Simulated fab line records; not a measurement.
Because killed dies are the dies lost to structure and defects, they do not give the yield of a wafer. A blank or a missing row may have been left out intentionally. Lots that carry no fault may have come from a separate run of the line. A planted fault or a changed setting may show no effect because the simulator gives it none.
Chamber matching ; flow gf180mcu ; GF_V1_CMP_04 on cmp-01 has 4 sister chambers
The step polishes SiO2. 8 wafers are shown with their chamber, then 9 later ones without.

## EACH WAFER AND ITS CHAMBER
wafer;chamber;motorCurrentA (A);timeToEndpointS (s)
L591.3;1;13.9;85
L592.4;1;13.5;96
L592.6;3;10.3;91
L593.1;3;10.2;81
L593.4;2;11.5;84
L596.1;0;12.4;82
L596.3;2;11.8;85
L596.6;0;12.4;84

## WAFERS WITHOUT THEIR CHAMBER
wafer;motorCurrentA (A);timeToEndpointS (s)
L600.1;13.1;83
L600.4;10.8;95
L600.6;12.0;87
L606.2;11.4;85
L606.3;9.7;78
L607.2;10.3;79
L607.6;10.2;84
L609.3;11.2;80
L609.4;13.7;88

## WHICH CHAMBER EACH ONE RAN IN
wafer;from the rows above;in truth
L600.1;can't be placed: 1 or 0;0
L600.4;can't be placed: 3 or 2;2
L600.6;can't be placed: 2 or 0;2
L606.2;2;2
L606.3;3;3
L607.2;3;3
L607.6;3;3
L609.3;2;2
L609.4;1;1
Placed correctly: 6 of 9. These rows do not allow placing 3 (true chamber among the candidates in 3). Placed wrongly: 0.
How it was worked out, from the rows above alone: a wafer's distance from a chamber is the root of the sum, over the readings, of the square of ((its reading less the chamber's mean) divided by the reading's scatter). The wafer belongs to the nearest chamber; if the next one is less than 2 further off, it can't be placed. A chamber's mean is the mean of its shown wafers. The scatter is the square root of a quotient: the sum, over the shown wafers, of each reading's squared deviation from its chamber's mean, divided by wafers minus chambers.
